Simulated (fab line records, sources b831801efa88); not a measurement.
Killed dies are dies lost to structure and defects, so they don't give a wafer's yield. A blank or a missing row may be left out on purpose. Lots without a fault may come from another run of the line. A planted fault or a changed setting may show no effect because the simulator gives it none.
fab line records | flow sky130 | part 2 of 2: steps 35 to 46 of 46
record lots=5 wafers=15 last_day=50
route steps=708 shown VT_ADJUST_LVTN@117 VT_ADJUST_NCORE@119 VT_ADJUST_HVTR@131 VT_ADJUST_PCH@143 SONOS_TUNNEL@154
lots that met no fault: from a run of the same line without faults
start_h: hours from the record's first day to the start of the lot's first wafer shown | wait_h: hours since the lot's step before | " the same as in the row above | L1.1+2: a row that stands for several wafers | - no value, or no start given | * or withheld: withheld | < > ~ a bound
route shown NAME@n: a module of which the file shows steps, and the number in the route of the first | usual: mean/standard deviation of fault-free wafers | same: alike in all rows | chamber/n: place in a boat | sites: the reading at each site | _std_site: their standard deviation | _edge_site: outer sites' mean less inner sites' | radius_mm: how far each site lies from the wafer's centre | mask NAME#n: copy n | behind: the tool/chamber that last shaped the wafer | hold: why the lot was held/for how many hours/how that ended | device: the transistor (n, p or np) that didn't switch | end of line: the same wafers' tests at the end of the route | a step without rows: its recipe alone | killed: dies lost to structure and defects at the first sort, not the wafer's yield | map: a wafer's dies, x killed, . not, _ none there
set.NAME: the setting as run; set.NAME@STEP: as run at that earlier step | model.NAME: the simulator's own value behind a step, which no gauge read
lots at some steps of the route; a table a step, a row a wafer
services: from which hour (start_h, from the record's first day; less than 0 if before it) a tool's chamber was out of use, for how many hours, and why
## steps
# step SKY_VT_ADJUST_PCH_IMPLANT_08
# recipe species=B energy_kev=10 dose_cm2=5e+11 tilt_deg=withheld
# usual end_station_pressure_torr=5.04e-06/2.4e-07
# columns lot.wafer tool chamber start_h wait_h end_station_pressure_torr
L079.3 implanter-02 0 270.49 0.1 5.36e-06
L079.4 " 0 " " 4.99e-06
L079.5 " 0 " " 4.82e-06
L082.3 implanter-02 0 287.53 0.1 4.91e-06
L082.4 " 0 " " 5.08e-06
L082.6 " 0 " " 4.59e-06
L083.1 implanter-03 0 295.61 0.0 5.5e-06
L083.4 " 0 " " 4.85e-06
L083.6 " 0 " " 5.26e-06
L096.1 implanter-02 0 399.51 0.0 5.25e-06
L096.3 " 0 " " 5.16e-06
L096.4 " 0 " " 4.15e-06
L097.2 implanter-02 0 400.10 0.0 5.42e-06
L097.3 " 0 " " 4.99e-06
L097.6 " 0 " " 4.87e-06
# step SKY_VT_ADJUST_PCH_STRIP_09
# recipe chemistry=O2/N2 power_w=1400 pressure_mtorr=1500 platen_temp_c=withheld o2_flow_sccm=3000 n2_flow_sccm=300 overash_fraction=0.5
# usual drypump_motor_current_A=5.7/0.46 oes_product_au=0.723/0.0045 strip_time_to_endpoint_s=36.93/0.094
# columns lot.wafer tool chamber start_h wait_h drypump_motor_current_A oes_product_au rf_hours_counter_h strip_time_to_endpoint_s
L079.3 plasma_asher-01 0 270.62 0.1 5.7 0.715 - 36.91
L079.4 " 1 " " 5.0 0.721 - 37.00
L079.5 " 0 " " 5.7 0.725 - 36.97
L082.3 plasma_asher-02 0 287.66 0.1 6.4 0.716 - 37.07
L082.4 " 1 " " 6.0 0.721 - 36.98
L082.6 " 0 " " 6.4 0.719 - 36.96
L083.1 plasma_asher-01 0 295.76 0.1 5.7 0.723 50 36.94
L083.4 " 1 " " 5.0 0.728 - 36.76
L083.6 " 1 " " 5.0 0.726 - 36.77
L096.1 plasma_asher-01 0 399.66 0.1 5.7 0.730 61 37.00
L096.3 " 1 " " 5.0 0.721 - 36.89
L096.4 " 0 " " 5.6 0.721 - 36.87
L097.2 plasma_asher-03 1 400.23 0.1 5.4 0.725 66 36.91
L097.3 " 0 " " 5.4 0.732 - 36.94
L097.6 " 1 " " 5.4 0.729 - 36.97
# step SKY_VT_ADJUST_PCH_TW_MEAS_10
# usual VT_ADJUST_PCH_TW=142.8/1.7
# columns lot.wafer tool chamber start_h wait_h VT_ADJUST_PCH_TW
L079.3 film_metro-02 - 270.71 0.1 140.6
L079.4 " - " " 141.4
L079.5 " - " " 141.6
L082.3 film_metro-02 - 287.75 0.1 140.7
L082.4 " - " " 140.7
L082.6 " - " " 140.5
L083.1 film_metro-02 - 295.86 0.1 141.8
L083.4 " - " " 141.7
L083.6 " - " " 141.5
L096.1 film_metro-04 - 399.76 0.1 141.9
L096.3 " - " " 141.2
L096.4 " - " " 142.8
L097.2 film_metro-01 - 400.34 0.1 145.3
L097.3 " - " " 145.7
L097.6 " - " " 145.2
# step SKY_SONOS_TUNNEL_DEHYDRATE_00
# recipe temp_c=200 time_s=60
# columns lot.wafer tool chamber start_h wait_h
L079.3+4+5 litho_track-03 0 282.81 12.1
L082.3+4+6 litho_track-04 0 298.84 11.1
L083.1+4+6 litho_track-04 0 307.49 11.6
L096.1+3+4 litho_track-04 0 413.79 14.0
L097.2+3+6 litho_track-04 0 414.42 14.1
# step SKY_SONOS_TUNNEL_HMDS_01
# recipe prime_time_s=60 prime_temp_c=120
# columns lot.wafer tool chamber start_h wait_h
L079.3+4+5 litho_track-03 0 282.96 0.1
L082.3+4+6 litho_track-04 0 298.99 0.1
L083.1+4+6 litho_track-04 0 307.64 0.1
L096.1+3+4 litho_track-04 0 413.94 0.1
L097.2+3+6 litho_track-04 0 414.57 0.1
# step SKY_SONOS_TUNNEL_COAT_02
# recipe resist=NOVOLAK spin_rpm=3000 resist_thk_nm=1140
# columns lot.wafer tool chamber start_h wait_h
L079.3+4+5 litho_track-03 0 283.11 0.1
L082.3+4+6 litho_track-04 0 299.14 0.1
L083.1+4+6 litho_track-04 0 307.79 0.1
L096.1+3+4 litho_track-04 0 414.09 0.1
L097.2+3+6 litho_track-04 0 414.72 0.1
# step SKY_SONOS_TUNNEL_SOFTBAKE_03
# recipe temp_c=90 time_s=60 resist=NOVOLAK
# columns lot.wafer tool chamber start_h wait_h
L079.3+4+5 litho_track-03 0 283.26 0.1
L082.3+4+6 litho_track-04 0 299.29 0.1
L083.1+4+6 litho_track-04 0 307.94 0.1
L096.1+3+4 litho_track-04 0 414.24 0.1
L097.2+3+6 litho_track-04 0 414.87 0.1
# step SKY_SONOS_TUNNEL_EXPOSE_04
# recipe mask_id=TUNM na=0.6 source_shape=conventional sigma_outer=0.6 polarization=unpolarized target_cd_nm=410 dose_mj=136
# columns lot.wafer tool chamber start_h wait_h mask
L079.3+4+5 iline_stepper-01 0 - - TUNM#0
L082.3+4+6 iline_stepper-01 0 - - TUNM#0
L083.1+4+6 iline_stepper-02 0 - - TUNM#0
L096.1+3+4 iline_stepper-01 0 - - TUNM#0
L097.2+3+6 iline_stepper-01 0 - - TUNM#0
# step SKY_SONOS_TUNNEL_PEB_05
# recipe temp_c=withheld time_s=* resist=NOVOLAK
# columns lot.wafer tool chamber start_h wait_h
L079.3+4+5 litho_track-03 0 - -
L082.3+4+6 litho_track-03 0 - -
L083.1+4+6 litho_track-03 0 - -
L096.1+3+4 litho_track-04 0 - -
L097.2+3+6 litho_track-03 0 - -
# step SKY_SONOS_TUNNEL_DEVELOP_06
# recipe resist=NOVOLAK developer=TMAH develop_time_s=60 dev_temp_c=23
# columns lot.wafer tool chamber start_h wait_h
L079.3+4+5 litho_track-03 0 295.46 0.1
L082.3+4+6 litho_track-03 0 312.51 0.1
L083.1+4+6 litho_track-03 0 321.46 0.1
L096.1+3+4 litho_track-04 0 430.14 0.1
L097.2+3+6 litho_track-03 0 430.49 0.1
# step SKY_SONOS_TUNNEL_CD_MEAS_07
# recipe target_cd_nm=410
# usual cd_nm=409.6/2.2
# columns lot.wafer tool chamber start_h wait_h cd_nm
L079.3 cd_sem-01 - 295.60 0.1 409.9
L079.4 " - " " 409.7
L079.5 " - " " 411.1
L082.3 cd_sem-02 - 312.76 0.2 414.9
L082.4 " - " " 414.1
L082.6 " - " " 415.9
L083.1 cd_sem-01 - 321.61 0.1 406.0
L083.4 " - " " 406.4
L083.6 " - " " 408.1
L096.1 cd_sem-01 - 430.29 0.1 409.3
L096.3 " - " " 409.8
L096.4 " - " " 407.9
L097.2 cd_sem-02 - 430.71 0.2 410.3
L097.3 " - " " 411.8
L097.6 " - " " 408.3
# step SKY_SONOS_TUNNEL_OVL_MEAS_08
# usual SONOS_TUNNEL_OVL=0.0/1.5
# columns lot.wafer tool chamber start_h wait_h SONOS_TUNNEL_OVL[nm]
L079.3 overlay-01 - 295.70 0.1 2.3
L079.4 " - " " -0.9
L079.5 " - " " 0.0
L082.3 overlay-02 - 312.85 0.1 1.3
L082.4 " - " " 1.6
L082.6 " - " " 1.3
L083.1 overlay-02 - 321.73 0.1 0.2
L083.4 " - " " -3.3
L083.6 " - " " -2.1
L096.1 overlay-02 - 430.41 0.1 0.4
L096.3 " - " " 0.9
L096.4 " - " " 1.0
L097.2 overlay-01 - 430.82 0.1 -1.4
L097.3 " - " " 1.9
L097.6 " - " " -0.4
## services
# columns tool chamber start_h hours kind
implanter-02 - 223.30 2.2 repair
litho_track-03 - 225.68 - consumable_replace:filter
plasma_asher-03 - 247.09 4.0 repair
plasma_asher-03 - 254.26 42.4 pm
iline_stepper-02 - 287.04 1.0 repair
implanter-02 - 298.15 2.9 repair
iline_stepper-02 - 321.21 1.7 pm
plasma_asher-02 - 325.76 3.1 repair
iline_stepper-01 0 365.96 - calibration
plasma_asher-02 - 374.67 12.3 repair
implanter-03 - 384.80 2.5 pm
implanter-04 - 386.71 2.2 pm
iline_stepper-01 - 392.63 2.1 pm
iline_stepper-01 - 394.71 - consumable_replace:lamp
iline_stepper-01 - 394.71 1.7 pm
iline_stepper-01 - 396.38 4.4 pm
iline_stepper-02 0 398.52 - calibration
plasma_asher-02 - 402.15 52.0 repair
iline_stepper-02 - 410.73 4.4 pm
plasma_asher-04 - 421.25 9.0 pm
plasma_asher-04 0 421.25 9.0 vent_cycle
implanter-04 - 421.71 7.7 repair
plasma_asher-03 - 422.87 0.7 repair
plasma_asher-01 - 423.20 2.0 repair
